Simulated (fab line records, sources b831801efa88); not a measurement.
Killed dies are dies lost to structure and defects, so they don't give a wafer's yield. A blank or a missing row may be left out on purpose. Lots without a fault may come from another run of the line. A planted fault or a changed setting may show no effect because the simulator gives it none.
fab line records | flow sky130
record lots=5 wafers=23
route steps=708 shown METAL3@562 VIA3@579 METAL4@601 CAP2M@612 VIA4@641 METAL5@663
start_h: hours from the record's first day to the start of the lot's first wafer shown | wait_h: hours since the lot's step before | " the same as in the row above | L1.1+2: a row that stands for several wafers | - no value, or no start given | * or withheld: withheld | < > ~ a bound
route shown NAME@n: a module of which the file shows steps, and the number in the route of the first | usual: mean/standard deviation of fault-free wafers | same: alike in all rows | chamber/n: place in a boat | sites: the reading at each site | _std_site: their standard deviation | _edge_site: outer sites' mean less inner sites' | radius_mm: how far each site lies from the wafer's centre | mask NAME#n: copy n | behind: the tool/chamber that last shaped the wafer | hold: why the lot was held/for how many hours/how that ended | device: the transistor (n, p or np) that didn't switch | end of line: the same wafers' tests at the end of the route | a step without rows: its recipe alone | killed: dies lost to structure and defects at the first sort, not the wafer's yield | map: a wafer's dies, x killed, . not, _ none there
set.NAME: the setting as run; set.NAME@STEP: as run at that earlier step | model.NAME: the simulator's own value behind a step, which no gauge read
lots whose settings were changed on purpose; a table a step, a row a wafer
## steps
# step SKY_METAL3_DEVELOP_12
# recipe develop_time_s=60 resist=KrF-thick dev_temp_c=21
# columns lot.wafer tool chamber start_h wait_h set.develop_time_s
L074.1+2+4+5+6 litho_track-03 0 - - 60
L076.1+5 litho_track-04 0 - - 60
L076.2+3+4 " 0 " " 51.54
L083.1+3+4 litho_track-04 0 - - 60
L083.2+6 " 0 " " 64.19
L080.1+2+3 litho_track-02 0 - - 60
L085.1+2+4 litho_track-04 0 - - 55.56
L085.3+5 " 0 " " 60
# step SKY_METAL3_CD_MEAS_13
# recipe target_cd_nm=300
# usual cd_nm=300.8/1.4
# columns lot.wafer tool chamber start_h wait_h set.dose_mj@METAL3_EXPOSE_10 cd_nm
L074.1 cd_sem-01 - 970.84 - 28 302.2
L074.2 " - " " 28 299.9
L074.4 " - " " 26.19 312.3
L074.5 " - " " 26.19 312.4
L074.6 " - " " 28 300.9
L076.1 cd_sem-01 - 972.26 - 28 302.7
L076.2 " - " " 29.4 296.5
L076.3 " - " " 28 305.5
L076.4 " - " " 28 306.2
L076.5 " - " " 29.4 294.2
L083.1 cd_sem-02 - 974.56 - 28 299.4
L083.2 " - " " 29.52 290.0
L083.3 " - " " 29.52 290.3
L083.4 " - " " 28 300.1
L083.6 " - " " 29.52 289.1
L080.1 cd_sem-01 - 981.08 - 28 301.8
L080.2 " - " " 28 300.5
L080.3 " - " " 28 301.2
L085.1 cd_sem-02 - 1040.31 - 28 300.8
L085.2 " - " " 29.88 288.5
L085.3 " - " " 29.88 288.4
L085.4 " - " " 28 299.7
L085.5 " - " " 29.88 287.8
# step SKY_METAL3_DESCUM_15
# recipe chemistry=O2 source_power_w=150 bias_power_w=0 pressure_mtorr=10 temp_c=40 time_s=8
# columns lot.wafer tool chamber start_h wait_h set.dose_mj@METAL3_EXPOSE_10 model.METAL3.cd_nm
L074.1 rie_metal-02 0 970.99 0.0 28 302.7
L074.2 " 1 " " 28 300.1
L074.4 " 0 " " 26.19 312.7
L074.5 " 0 " " 26.19 312.9
L074.6 " 1 " " 28 301.2
L076.1 rie_metal-02 0 972.41 0.0 28 302.8
L076.2 " 1 " " 29.4 296.2
L076.3 " 1 " " 28 305
L076.4 " 0 " " 28 306
L076.5 " 1 " " 29.4 293.9
L083.1 rie_metal-01 1 974.71 0.0 28 298.9
L083.2 " 0 " " 29.52 290.7
L083.3 " 0 " " 29.52 291
L083.4 " 1 " " 28 299.7
L083.6 " 0 " " 29.52 288.9
L080.1 rie_metal-01 0 981.23 0.0 28 302.2
L080.2 " 1 " " 28 300
L080.3 " 0 " " 28 301.7
L085.1 rie_metal-04 1 1040.46 0.0 28 300.6
L085.2 " 0 " " 29.88 288.1
L085.3 " 1 " " 29.88 287.8
L085.4 " 0 " " 28 299.7
L085.5 " 0 " " 29.88 287.5
# step SKY_METAL3_ETCH_16
# recipe chemistry=N2/H2 target=BARC ion_energy_ev=200 bias_w=100 pressure_mtorr=30 n2_flow_sccm=100 h2_flow_sccm=200 icp_w=500 stop_on=SiO2 time_s=88.2 target_depth_a=600
# columns lot.wafer tool chamber start_h wait_h set.dose_mj@METAL3_EXPOSE_10 model.METAL3.cd_nm
L074.1 rie_metal-02 0 971.03 0.0 28 302.9
L074.2 " 1 " " 28 301.2
L074.4 " 0 " " 26.19 313.9
L074.5 " 0 " " 26.19 312.6
L074.6 " 1 " " 28 302.1
L076.1 rie_metal-02 0 972.44 0.0 28 302.9
L076.2 " 1 " " 29.4 297.8
L076.3 " 1 " " 28 305.4
L076.4 " 0 " " 28 307.1
L076.5 " 1 " " 29.4 295.2
L083.1 rie_metal-01 1 974.74 0.0 28 299.8
L083.2 " 0 " " 29.52 288.5
L083.3 " 0 " " 29.52 289.6
L083.4 " 1 " " 28 300.6
L083.6 " 0 " " 29.52 287.8
L080.1 rie_metal-01 0 981.26 0.0 28 299.9
L080.2 " 1 " " 28 299.8
L080.3 " 0 " " 28 299.7
L085.1 rie_metal-04 1 1040.49 0.0 28 300.7
L085.2 " 0 " " 29.88 288.8
L085.3 " 1 " " 29.88 288.4
L085.4 " 0 " " 28 300.9
L085.5 " 0 " " 29.88 287.4
# step SKY_METAL3_ETCH_17
# recipe target=SiO2 stop_on=TiN chemistry=C4F8/O2/Ar source_w=1500 bias_w=1200 pressure_mtorr=40 c4f8_flow_sccm=withheld O2_flow_sccm=6 Ar_flow_sccm=300 time_s=3.9 target_depth_a=150
# step SKY_METAL3_METAL_ETCH_18
# recipe target_depth_a=8450 stop_on=SiO2 over_etch_frac=0.3 time_s=183.1 chemistry=Cl2/BCl3 resist_sidewall_deg=88 pressure_mtorr=10 icp_w=900 bias_w=48.5 Cl2_flow_sccm=60 bcl3_flow_sccm=30
# columns lot.wafer tool chamber start_h wait_h set.dose_mj@METAL3_EXPOSE_10 model.METAL3.cd_nm
L074.1 rie_metal-04 0 971.14 0.0 28 295.1
L074.2 " 1 " " 28 296.3
L074.4 " 0 " " 26.19 306.6
L074.5 " 1 " " 26.19 307.8
L074.6 " 0 " " 28 294.1
L076.1 rie_metal-01 1 972.56 0.0 28 311.6
L076.2 " 0 " " 29.4 299.7
L076.3 " 0 " " 28 304.4
L076.4 " 1 " " 28 314.9
L076.5 " 1 " " 29.4 303.1
L083.1 rie_metal-02 0 974.86 0.0 28 301
L083.2 " 1 " " 29.52 289
L083.3 " 0 " " 29.52 291.3
L083.4 " 1 " " 28 298.4
L083.6 " 1 " " 29.52 288
L080.1 rie_metal-04 1 981.38 0.0 28 295.6
L080.2 " 0 " " 28 294.1
L080.3 " 1 " " 28 297.1
L085.1 rie_metal-01 1 1040.61 0.0 28 302.7
L085.2 " 0 " " 29.88 283.4
L085.3 " 0 " " 29.88 285.7
L085.4 " 1 " " 28 302.1
L085.5 " 0 " " 29.88 284.7
# step SKY_VIA3_COAT_06
# recipe resist=BARC temp_c=withheld time_s=withheld spin_rpm=3000 resist_thk_nm=60
# columns lot.wafer tool chamber start_h wait_h set.resist_thk_nm
L074.1+2+4 litho_track-01 0 983.72 0.1 57.02
L074.5+6 " 0 " " 60
L076.1+4 litho_track-03 0 985.49 0.1 62.84
L076.2+3+5 " 0 " " 60
L083.1+3 litho_track-02 0 987.78 0.1 60
L083.2+4+6 " 0 " " 56.63
L080.1+2+3 litho_track-03 0 997.19 0.1 60
L085.1+2+3+4+5 litho_track-03 0 1052.54 0.1 60
# step SKY_VIA3_COAT_07
# recipe resist=KrF-thick spin_rpm=3000 resist_thk_nm=450
# columns lot.wafer tool chamber start_h wait_h set.spin_rpm model.KrF-thick_of_VIA3_COAT_07.thk_nm
L074.1 litho_track-01 0 - - 3119 441.8
L074.2 " 0 " " 3000 451.1
L074.4 " 0 " " 3000 450.5
L074.5 " 0 " " 3119 440.7
L074.6 " 0 " " 3119 441.1
L076.1 litho_track-03 0 - - 3000 449.5
L076.2 " 0 " " 3000 448.8
L076.3 " 0 " " 3000 449.3
L076.4 " 0 " " 3000 448.6
L076.5 " 0 " " 3000 448.3
L083.1 litho_track-02 0 - - 3000 447.6
L083.2 " 0 " " 2866 458.1
L083.3 " 0 " " 3000 446.8
L083.4 " 0 " " 2866 458.5
L083.6 " 0 " " 3000 447.4
L080.1+2 litho_track-03 0 - - 3000 447.8
L080.3 " 0 " " 3000 447.9
L085.1 litho_track-03 0 - - 3000 449
L085.2 " 0 " " 3000 448.5
L085.3 " 0 " " 2802 465
L085.4 " 0 " " 2802 465.4
L085.5 " 0 " " 3000 448.2
# step SKY_VIA3_SOFTBAKE_08
# recipe temp_c=100 time_s=90 resist=KrF-thick
# step SKY_VIA3_EXPOSE_09
# recipe mask_id=VIM3 na=0.8 source_shape=annular sigma_inner=0.55 sigma_outer=0.85 target_cd_nm=200 dose_mj=38
# step SKY_VIA3_ETCH_14
# recipe chemistry=N2/H2 target=BARC ion_energy_ev=200 source_w=500 bias_w=100 pressure_mtorr=30 n2_flow_sccm=100 h2_flow_sccm=200 stop_on=SiO2 time_s=45.9 target_depth_a=600
# usual oes_product_au=0.856/0.0038
# columns lot.wafer tool chamber start_h wait_h set.resist_thk_nm@VIA3_COAT_06 oes_product_au
L074.1 rie_diel-03 1 999.00 0.0 57.02 0.840
L074.2 " 2 " " 57.02 0.832
L074.4 " 1 " " 57.02 0.831
L074.5 " 0 " " 60 0.861
L074.6 " 2 " " 60 0.855
L076.1 rie_diel-03 1 1000.03 0.0 62.84 0.881
L076.2 " 0 " " 60 0.852
L076.3 " 2 " " 60 0.854
L076.4 " 0 " " 62.84 0.872
L076.5 " 2 " " 60 0.856
L083.1 rie_diel-03 2 1001.53 0.0 60 0.856
L083.2 " 0 " " 56.63 0.828
L083.3 " 1 " " 60 0.856
L083.4 " 1 " " 56.63 0.831
L083.6 " 2 " " 56.63 0.823
L080.1 rie_diel-04 0 1007.49 0.0 60 0.859
L080.2 " 3 " " 60 0.859
L080.3 " 2 " " 60 0.849
L085.1 rie_diel-03 1 1064.18 0.0 60 0.857
L085.2 " 3 " " 60 0.854
L085.3 " 2 " " 60 0.851
L085.4 " 0 " " 60 0.857
L085.5 " 2 " " 60 0.849
# step SKY_VIA3_ETCH_15
# recipe target=SiO2 chemistry=C4F8/O2/Ar target_depth_nm=507 stop_on=TiN mask_material=KrF-thick source_w=1500 bias_w=1200 pressure_mtorr=40 c4f8_flow_sccm=withheld O2_flow_sccm=6 Ar_flow_sccm=300 time_s=78
# columns lot.wafer tool chamber start_h wait_h set.spin_rpm@VIA3_COAT_07 model.KrF-thick_of_VIA3_COAT_07.thk_nm
L074.1 rie_diel-03 1 999.04 0.0 3119 285
L074.2 " 2 " " 3000 289.4
L074.4 " 1 " " 3000 293.1
L074.5 " 0 " " 3119 281.5
L074.6 " 2 " " 3119 279.4
L076.1 rie_diel-03 1 1000.08 0.0 3000 290.8
L076.2 " 0 " " 3000 288.4
L076.3 " 2 " " 3000 287.8
L076.4 " 0 " " 3000 289
L076.5 " 2 " " 3000 286.7
L083.1 rie_diel-03 2 1001.58 0.0 3000 287.4
L083.2 " 0 " " 2866 298.3
L083.3 " 1 " " 3000 289.7
L083.4 " 1 " " 2866 301
L083.6 " 2 " " 3000 286.7
L080.1 rie_diel-04 0 1007.54 0.0 3000 287.2
L080.2 " 3 " " 3000 290.2
L080.3 " 2 " " 3000 288.6
L085.1 rie_diel-03 1 1064.22 0.0 3000 288.9
L085.2 " 3 " " 3000 286.9
L085.3 " 2 " " 2802 302.6
L085.4 " 0 " " 2802 306.5
L085.5 " 2 " " 3000 285.8
# step SKY_VIA3_STRIP_16
# recipe chemistry=O2/N2 power_w=1400 pressure_mtorr=1500 platen_temp_c=withheld o2_flow_sccm=3000 n2_flow_sccm=300 overash_fraction=0.5
# usual strip_time_to_endpoint_s=4.117/0.023
# columns lot.wafer tool chamber start_h wait_h set.spin_rpm@VIA3_COAT_07 strip_time_to_endpoint_s
L074.1 plasma_asher-01 0 999.10 0.0 3119 4.039
L074.2 " 1 " " 3000 4.090
L074.4 " 0 " " 3000 4.124
L074.5 " 1 " " 3119 4.025
L074.6 " 0 " " 3119 4.010
L076.1 plasma_asher-01 0 1000.14 0.0 3000 4.150
L076.2 " 1 " " 3000 4.086
L076.3 " 1 " " 3000 4.089
L076.4 " 0 " " 3000 4.141
L076.5 " 0 " " 3000 4.085
L083.1 plasma_asher-04 0 1001.64 0.0 3000 4.084
L083.2 " 1 " " 2866 4.164
L083.3 " 0 " " 3000 4.105
L083.4 " 1 " " 2866 4.188
L083.6 " 1 " " 3000 4.062
L080.1 plasma_asher-04 0 1007.60 0.0 3000 4.078
L080.2 " 1 " " 3000 4.127
L080.3 " 1 " " 3000 4.088
L085.1 plasma_asher-04 0 1064.28 0.0 3000 4.104
L085.2 " 1 " " 3000 4.078
L085.3 " 1 " " 2802 4.220
L085.4 " 0 " " 2802 4.299
L085.5 " 1 " " 3000 4.082
# step SKY_METAL4_SPUTTER_03
# recipe material=Ti target_thk_nm=5 power_w=3000 time_s=3.3 chamber_pressure_pa=0.4
# columns lot.wafer tool chamber start_h wait_h set.power_w model.Ti_of_METAL4_SPUTTER_03.thk_nm
L074.1 pvd_sputter-04 - 1000.45 0.0 3000 4.906
L074.2 " - " " 2690 4.351
L074.4 " - " " 2690 4.332
L074.5 " - " " 2690 4.361
L074.6 " - " " 3000 4.895
L076.1 pvd_sputter-04 - 1001.72 0.0 3301 5.523
L076.2 " - " " 3301 5.568
L076.3 " - " " 3301 5.58
L076.4 " - " " 3000 4.954
L076.5 " - " " 3000 4.968
L083.1 pvd_sputter-04 - 1003.07 0.0 3000 5.087
L083.2 " - " " 3000 5.144
L083.3 " - " " 3000 5.193
L083.4 " - " " 3000 5.209
L083.6 " - " " 3000 5.154
L080.1 pvd_sputter-04 - 1008.94 0.0 3000 5.142
L080.2 " - " " 3000 5.13
L080.3 " - " " 3000 5.154
L085.1 pvd_sputter-04 - 1065.66 0.0 3000 4.848
L085.2 " - " " 3000 5.053
L085.3 " - " " 3000 4.922
L085.4 " - " " 3000 5.037
L085.5 " - " " 3000 4.942
# step SKY_CAP2M_EXPOSE_09
# recipe mask_id=CAP2M na=0.6 source_shape=conventional sigma_outer=0.6 polarization=unpolarized target_cd_nm=1000 dose_mj=159
# columns lot.wafer tool chamber start_h wait_h mask set.dose_mj
L074.1+4 iline_stepper-01 0 - - CAP2M#0 147.1
L074.2+5+6 " 0 " " CAP2M#0 159
L076.1+2+5 iline_stepper-02 0 - - CAP2M#0 150
L076.3+4 " 0 " " CAP2M#0 159
L083.1+2+3 iline_stepper-01 0 - - CAP2M#0 169.9
L083.4+6 " 0 " " CAP2M#0 159
L080.1+2+3 iline_stepper-01 0 - - CAP2M#0 159
L085.1+4+5 iline_stepper-01 0 - - CAP2M#0 151.6
L085.2+3 " 0 " " CAP2M#0 159
# step SKY_CAP2M_PEB_10
# recipe temp_c=withheld time_s=* resist=NOVOLAK
# step SKY_CAP2M_DEVELOP_11
# recipe resist=NOVOLAK developer=TMAH develop_time_s=60 dev_temp_c=23
# step SKY_CAP2M_METAL_ETCH_13
# recipe target_depth_nm=220 stop_on=SiO2 chemistry=Cl2/BCl3 target=TiN pressure_mtorr=10 icp_w=900 bias_w=48.5 Cl2_flow_sccm=60 bcl3_flow_sccm=30 time_s=62.9
# columns lot.wafer tool chamber start_h wait_h set.dose_mj@CAP2M_EXPOSE_09 model.CAP2M.cd_nm
L074.1 rie_metal-03 1 1021.19 0.0 147.1 1019
L074.2 " 0 " " 159 991
L074.4 " 0 " " 147.1 1015
L074.5 " 0 " " 159 997.1
L074.6 " 1 " " 159 995
L076.1 rie_metal-02 1 1022.91 0.0 150 1020
L076.2 " 0 " " 150 1016
L076.3 " 1 " " 159 1002
L076.4 " 0 " " 159 1001
L076.5 " 0 " " 150 1015
L083.1 rie_metal-02 0 1024.43 0.0 169.9 977.4
L083.2 " 1 " " 169.9 981.3
L083.3 " 1 " " 169.9 980.9
L083.4 " 0 " " 159 998.1
L083.6 " 1 " " 159 1002
L080.1 rie_metal-04 1 1030.29 0.0 159 996.7
L080.2 " 0 " " 159 1000
L080.3 " 1 " " 159 999.2
L085.1+4 rie_metal-04 0,1 1086.11 0.0 151.6 1015
L085.2 " 1 " " 159 1001
L085.3 " 0 " " 159 1002
L085.5 " 1 " " 151.6 1011
# step SKY_VIA4_CMP_02
# recipe material=SiO2 down_force_psi=4 platen_rpm=60 pad_velocity_m_s=0.94248
# columns lot.wafer tool chamber start_h wait_h set.leave_above_ref_nm model.SiO2_of_VIA4_HDPCVD_00.thk_nm
L074.4 cmp-02 1 1045.73 0.0 580 580.1
L074.2+1+5+6 " 3,0,1,2 " " 580 -
L076.1 cmp-01 1 1048.14 0.1 580 579
L076.4 " 2 " " 554.6 554.9
L076.3 " 3 " " 554.6 554.7
L076.2 " 0 " " 580 -
L076.5 " 2 " " 554.6 -
L083.4+2 cmp-01 2,0 1049.93 0.0 580 -
L083.3+6 " 3,2 " " 565 -
L083.1 " 1 " " 580 581.3
L080.1 cmp-02 1 1056.07 0.1 580 578.2
L080.3 " 3 " " 580 580.1
L080.2 " 0 " " 580 580.3
L085.3 cmp-01 1 1109.27 0.0 568.6 568.7
L085.2 " 2 " " 580 580.6
L085.1 " 3 " " 568.6 569.6
L085.4 " 0 " " 580 580.3
L085.5 " 1 " " 568.6 570.2
# step SKY_VIA4_DEHYDRATE_04
# recipe temp_c=200 time_s=60
# step SKY_VIA4_DEVELOP_10
# recipe resist=NOVOLAK developer=TMAH develop_time_s=60 dev_temp_c=23
# step SKY_VIA4_ETCH_12
# recipe target=SiO2 chemistry=C4F8/O2/Ar stop_on=TiN mask_material=NOVOLAK source_w=1500 bias_w=1200 pressure_mtorr=40 c4f8_flow_sccm=withheld O2_flow_sccm=6 Ar_flow_sccm=300 time_s=withheld target_depth_a=5800
# usual oes_product_au=0.926/0.0045
# columns lot.wafer tool chamber start_h wait_h set.leave_above_ref_nm@VIA4_CMP_02 oes_product_au model.VIA4.feature_depth_nm
L074.1 rie_diel-02 2 1067.73 0.0 580 0.927 580
L074.2 " 0 " " 580 0.927 581.7
L074.4 " 3 " " 580 0.922 580.1
L074.5 " 1 " " 580 0.918 580.7
L074.6 " 2 " " 580 0.930 580.5
L076.1 rie_diel-01 3 1069.84 0.0 580 0.926 579
L076.2 " 2 " " 580 0.926 579.6
L076.3 " 1 " " 554.6 0.907 554.7
L076.4 " 0 " " 554.6 0.904 554.9
L076.5 " 2 " " 554.6 0.896 554.6
L083.1 rie_diel-01 3 1072.04 0.0 580 0.932 581.3
L083.2 " 2 " " 580 0.927 580.4
L083.3 " 0 " " 565 0.912 567.2
L083.4 " 1 " " 580 0.927 580.9
L083.6 " 2 " " 565 0.917 565.9
L080.1 rie_diel-02 3 1077.79 0.0 580 0.927 578.2
L080.2 " 0 " " 580 0.916 580.3
L080.3 " 2 " " 580 0.913 580.1
L085.1 rie_diel-01 0 1129.78 0.0 568.6 0.914 569.6
L085.2 " 3 " " 580 0.932 580.6
L085.3 " 1 " " 568.6 0.913 568.7
L085.4 " 3 " " 580 0.926 580.3
L085.5 " 1 " " 568.6 0.913 570.2
# step SKY_METAL5_SPUTTER_02
# recipe material=AlCu target_thk_nm=1150 power_w=10600 time_s=61.2 chamber_pressure_pa=0.4
# columns lot.wafer tool chamber start_h wait_h set.power_w model.AlCu_of_METAL5_SPUTTER_02.thk_nm
L074.1 pvd_sputter-03 - 1069.28 0.0 9791 1073
L074.2 " - " " 9791 1047
L074.4 " - " " 10600 1132
L074.5 " - " " 10600 1137
L074.6 " - " " 9791 1065
L076.1 pvd_sputter-04 - 1071.40 0.0 10600 1173
L076.2 " - " " 9794 1089
L076.3 " - " " 10600 1172
L076.4 " - " " 10600 1165
L076.5 " - " " 9794 1078
L083.1 pvd_sputter-02 - 1073.45 0.0 10600 1138
L083.2 " - " " 11660 1260
L083.3 " - " " 11660 1253
L083.4 " - " " 10600 1159
L083.6 " - " " 10600 1141
L080.1 pvd_sputter-04 - 1079.71 0.0 10600 1172
L080.2 " - " " 10600 1173
L080.3 " - " " 10600 1166
L085.1 pvd_sputter-03 - 1131.35 0.0 10600 1145
L085.2 " - " " 10600 1143
L085.3 " - " " 11050 1194
L085.4 " - " " 11050 1204
L085.5 " - " " 11050 1192
## key
split step=SKY_METAL3_DEVELOP_12 setting=develop_time_s stated=60 by=wafer
response none clear
split step=SKY_VIA3_COAT_06 setting=resist_thk_nm stated=60 by=wafer
response step=SKY_VIA3_ETCH_14 reading=oes_product_au change=+0.00489 per=1% r=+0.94
split step=SKY_VIA3_COAT_07 setting=spin_rpm stated=3000 by=wafer
response step=SKY_VIA3_COAT_07 reading=model.KrF-thick_of_VIA3_COAT_07.thk_nm change=-2.49 per=1% r=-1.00
response step=SKY_VIA3_ETCH_15 reading=model.KrF-thick_of_VIA3_COAT_07.thk_nm change=-2.57 per=1% r=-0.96
response step=SKY_VIA3_STRIP_16 reading=strip_time_to_endpoint_s change=* per=1% r=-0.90
split step=SKY_METAL4_SPUTTER_03 setting=power_w stated=3000 by=wafer
response step=SKY_METAL4_SPUTTER_03 reading=model.Ti_of_METAL4_SPUTTER_03.thk_nm change=+0.0563 per=1% r=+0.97
split step=SKY_CAP2M_EXPOSE_09 setting=dose_mj stated=159 by=wafer
response step=SKY_CAP2M_METAL_ETCH_13 reading=model.CAP2M.cd_nm change=-2.88 per=1% r=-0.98
split step=SKY_VIA4_CMP_02 setting=leave_above_ref_nm stated=580 by=wafer
response step=SKY_VIA4_CMP_02 reading=model.SiO2_of_VIA4_HDPCVD_00.thk_nm change=+5.54 per=1% r=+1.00
response step=SKY_VIA4_ETCH_12 reading=oes_product_au change=+0.0057 per=1% r=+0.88
response step=SKY_VIA4_ETCH_12 reading=model.VIA4.feature_depth_nm change=+5.59 per=1% r=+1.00
split step=SKY_METAL5_SPUTTER_02 setting=power_w stated=10600 by=wafer
response step=SKY_METAL5_SPUTTER_02 reading=model.AlCu_of_METAL5_SPUTTER_02.thk_nm change=+10.9 per=1% r=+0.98
split outside_this_file step=SKY_METAL3_EXPOSE_10 setting=dose_mj
# split outside_this_file: this setting was split too, and the file shows its column; the key of that split is in another file
